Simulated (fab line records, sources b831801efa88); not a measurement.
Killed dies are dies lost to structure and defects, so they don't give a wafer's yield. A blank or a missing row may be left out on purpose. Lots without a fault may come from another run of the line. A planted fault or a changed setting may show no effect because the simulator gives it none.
Which tool did it? | flow sky130 | 12 lots, 36 wafers sampled, at 5 steps of a route of 708

WHAT THE GAUGES READ, wafer by wafer
SKY_VT_ADJUST_HVTR_CD_MEAS_07: target cd 380 nm. Usual: cd_nm 380.2 nm, standard deviation 2.
lot  | measured     | on        | cd_nm (nm)        | flag
L677 | day 9 10:38  | cd_sem-02 | 380.3 379.0 378.3 |
L678 | day 9 20:26  | cd_sem-01 | 381.2 383.5 383.6 |
L680 | day 10 10:51 | cd_sem-02 | 377.4 378.5 377.2 |
L682 | day 11 01:31 | cd_sem-01 | 379.4 380.8 380.7 |
L684 | day 11 20:30 | cd_sem-01 | 382.8 382.2 381.4 |
L685 | day 11 23:30 | cd_sem-01 | 380.6 381.2 381.1 |
L687 | day 12 13:43 | cd_sem-02 | 378.9 381.9 380.8 |
L694 | day 14 17:01 | cd_sem-01 | 380.1 381.5 378.6 |
L695 | day 15 05:00 | cd_sem-01 | 380.1 381.6 380.4 |
L696 | day 15 09:14 | cd_sem-01 | 379.9 378.7 382.2 |
L697 | day 15 12:34 | cd_sem-01 | 381.7 382.8 383.5 |
L700 | day 17 02:47 | cd_sem-02 | 380.1 380.4 380.6 |

SKY_VT_ADJUST_HVTR_TW_MEAS_11. Usual: VT_ADJUST_HVTR_TW 212.3, standard deviation 1.1.
lot  | measured     | on            | VT_ADJUST_HVTR_TW | flag
L677 | day 9 11:01  | film_metro-04 | 214.1 211.9 213.3 |
L678 | day 9 20:49  | film_metro-02 | 212.8 214.6 213.8 |
L680 | day 10 11:15 | film_metro-04 | 213.7 212.2 213.1 |
L682 | day 11 01:55 | film_metro-04 | 211.5 211.1 212.8 |
L684 | day 11 20:54 | film_metro-01 | 210.9 212.4 212.6 |
L685 | day 11 23:53 | film_metro-04 | 211.8 212.3 210.4 |
L687 | day 12 14:07 | film_metro-04 | 213.2 212.9 211.6 |
L694 | day 14 17:25 | film_metro-01 | 201.1 203.6 202.4 | OFF
L695 | day 15 05:25 | film_metro-02 | 214.3 212.5 214.1 |
L696 | day 15 09:38 | film_metro-04 | 208.7 210.5 209.5 |
L697 | day 15 12:58 | film_metro-01 | 201.1 201.0 201.3 | OFF
L700 | day 17 03:11 | film_metro-04 | 210.3 211.7 210.1 |

SKY_VT_ADJUST_PCH_OVL_MEAS_07. Usual: VT_ADJUST_PCH_OVL 0.1 nm, standard deviation 1.2.
lot  | measured     | on         | VT_ADJUST_PCH_OVL (nm) | flag
L677 | day 10 08:46 | overlay-01 | 0.5 -0.9 -0.5          |
L678 | day 10 19:58 | overlay-01 | -0.3 -1.3 -0.3         |
L680 | day 11 11:19 | overlay-02 | -0.3 0.6 -0.8          |
L682 | day 12 01:52 | overlay-02 | 1.6 1.5 1.2            |
L684 | day 12 21:13 | overlay-01 | 0.1 0.0 1.5            |
L685 | day 13 00:04 | overlay-01 | 0.4 1.0 3.6            |
L687 | day 13 15:43 | overlay-01 | 0.2 0.8 0.2            |
L694 | day 15 20:19 | overlay-01 | 0.9 1.1 0.2            |
L695 | day 16 09:49 | overlay-02 | -1.6 -2.4 -0.2         |
L696 | day 16 13:52 | overlay-01 | -1.3 -0.3 -0.4         |
L697 | day 16 16:55 | overlay-01 | 0.7 1.4 -1.2           |
L700 | day 18 09:10 | overlay-01 | 0.2 0.5 -0.3           |

WHICH TOOL RAN EACH LOT (tool, then ch and the chambers of the sampled wafers, then the start)
lot  | SKY_NWELL_STRIP_25                   | SKY_VT_ADJUST_HVTR_IMPLANT_09
L677 | plasma_asher-03 ch 0,1, day 5 08:13  | implanter-02 ch 0, day 9 10:47
L678 | plasma_asher-03 ch 0,1, day 5 15:26  | implanter-04 ch 0, day 9 20:35
L680 | plasma_asher-01 ch 0,1, day 6 03:43  | implanter-03 ch 0, day 10 11:01
L682 | plasma_asher-01 ch 0,1, day 6 13:53  | implanter-04 ch 0, day 11 01:40
L684 | plasma_asher-03 ch 0,1, day 7 05:56  | implanter-02 ch 0, day 11 20:40
L685 | plasma_asher-03 ch 0,1, day 7 08:08  | implanter-03 ch 0, day 11 23:40
L687 | plasma_asher-03 ch 0,1, day 7 19:47  | implanter-04 ch 0, day 12 13:53
L694 | plasma_asher-03 ch 1, day 9 14:34    | implanter-04 ch 0, day 14 17:11
L695 | plasma_asher-02 ch 0,1, day 10 00:14 | implanter-03 ch 0, day 15 05:10
L696 | plasma_asher-01 ch 0,1, day 10 02:35 | implanter-02 ch 0, day 15 09:23
L697 | plasma_asher-02 ch 0,1, day 10 05:41 | implanter-04 ch 0, day 15 12:44
L700 | plasma_asher-02 ch 0, day 11 12:44   | implanter-03 ch 0, day 17 02:56
- SKY_NWELL_STRIP_25: strips in O2/N2.
- SKY_VT_ADJUST_HVTR_IMPLANT_09

WHAT THE TOOLS THEMSELVES READ (means of the sampled wafers that have a number; where no wafer has one, the mark that the record gives instead)
SKY_NWELL_STRIP_25. Usual: drypump_motor_current_A 5.4 A, standard deviation 0.38; n2_flow_sccm 300.1 sccm, standard deviation 0.9; o2_flow_sccm 3000 sccm, standard deviation 9.7; oes_product_au 0.722 a.u., standard deviation 0.0047; strip_time_to_endpoint_s 36.97 s, standard deviation 0.096.
lot  | tool            | drypump_motor_current_A (A) | n2_flow_sccm (sccm) | o2_flow_sccm (sccm) | oes_product_au (a.u.) | strip_time_to_endpoint_s (s) | flag
L677 | plasma_asher-03 | 5.2                         | 299.6               | 3000                | 0.720                 | 37.09                        |
L678 | plasma_asher-03 | 5.2                         | 300.7               | 3000                | 0.721                 | 36.84                        |
L680 | plasma_asher-01 | 5.7                         | 300.3               | 2995                | 0.720                 | 37.15                        |
L682 | plasma_asher-01 | 5.6                         | 300.2               | 3005                | 0.716                 | 36.91                        |
L684 | plasma_asher-03 | 5.4                         | 299.3               | 3004                | 0.721                 | 36.95                        |
L685 | plasma_asher-03 | 5.1                         | 300.7               | 2995                | 0.721                 | 36.92                        |
L687 | plasma_asher-03 | 5.4                         | 299.7               | 2992                | 0.725                 | 36.79                        |
L694 | plasma_asher-03 | 5.7                         | 301.8               | 3011                | 0.724                 | 36.99                        |
L695 | plasma_asher-02 | 5.6                         | 300.3               | 3006                | 0.722                 | 37.01                        |
L696 | plasma_asher-01 | 5.6                         | 300.4               | 2999                | 0.724                 | 36.89                        |
L697 | plasma_asher-02 | 5.6                         | 299.6               | 3003                | 0.725                 | 36.97                        |
L700 | plasma_asher-02 | 5.9                         | 300.3               | 2983                | 0.720                 | 36.90                        |

SKY_VT_ADJUST_HVTR_IMPLANT_09. Usual: beam_energy_keV 10.000, standard deviation 0.0032; beam_on_s 10.01 s, standard deviation 0.22; faraday_current_uA 11.84, standard deviation 0.27.
lot  | tool         | beam_energy_keV | beam_on_s (s) | faraday_current_uA | flag
L677 | implanter-02 | 9.996           | 9.94          | 11.90              |
L678 | implanter-04 | 10.000          | 10.08         | 11.76              |
L680 | implanter-03 | 10.003          | 10.21         | 11.59              |
L682 | implanter-04 | 10.002          | 9.66          | 12.23              |
L684 | implanter-02 | 10.002          | 10.00         | 11.87              |
L685 | implanter-03 | 9.998           | 10.02         | 11.82              |
L687 | implanter-04 | 10.000          | 9.89          | 11.97              |
L694 | implanter-04 | 9.997           | 8.40          | 14.10              | OFF
L695 | implanter-03 | 10.001          | 10.10         | 11.75              |
L696 | implanter-02 | 9.999           | 10.19         | 11.66              |
L697 | implanter-04 | 10.001          | 8.39          | 14.13              | OFF
L700 | implanter-03 | 9.998           | 10.07         | 11.79              |

THE ANSWER, worked out from the rows above alone
Rule: a lot is off if the mean of its wafers that have a number lies more than 3 standard deviations from the usual mean. A lot without any number at a reading at which 4 lots or more have one is off too. The other lots that the step has rows for count as sound. The gauges are gone through in route order, then the tools' own readings, and for those a lot's mean is taken as printed above. The first step at which some lot is off is used, and at that step the reading that is off furthest; a lot without a number counts as furthest.
Off: L694, L697, at SKY_VT_ADJUST_HVTR_TW_MEAS_11 (VT_ADJUST_HVTR_TW).
A tool fits if, at a process step before that reading, it ran every lot that is off, and no sound lot after the first of them. The gauges at SKY_VT_ADJUST_HVTR_TW_MEAS_11 aren't tried: what is off there is off at SKY_VT_ADJUST_HVTR_IMPLANT_09 too, on other tools, and a gauge's error can't cause that. One fits: implanter-04 at SKY_VT_ADJUST_HVTR_IMPLANT_09. Its last sound lot is L687 (day 12 13:53), its first lot that is off L694 (day 14 17:11): a fault that began between those two fits.
The tool's own readings at SKY_VT_ADJUST_HVTR_IMPLANT_09 bear it out: on the lots that are off they differ by more than 5 times the standard deviation of the sound lots' means. beam_on_s reads 8.39 s there against 10.02 s on the sound lots; faraday_current_uA reads 14.12 there against 11.83 on the sound lots.

WHAT THE SIMULATOR HAD PUT IN
Process parameter drift: implanter-04, from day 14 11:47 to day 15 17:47, at SKY_VT_ADJUST_HVTR_IMPLANT_09. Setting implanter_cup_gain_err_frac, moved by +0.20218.
Lots struck among those shown: L694, L697. The rule above found the same.
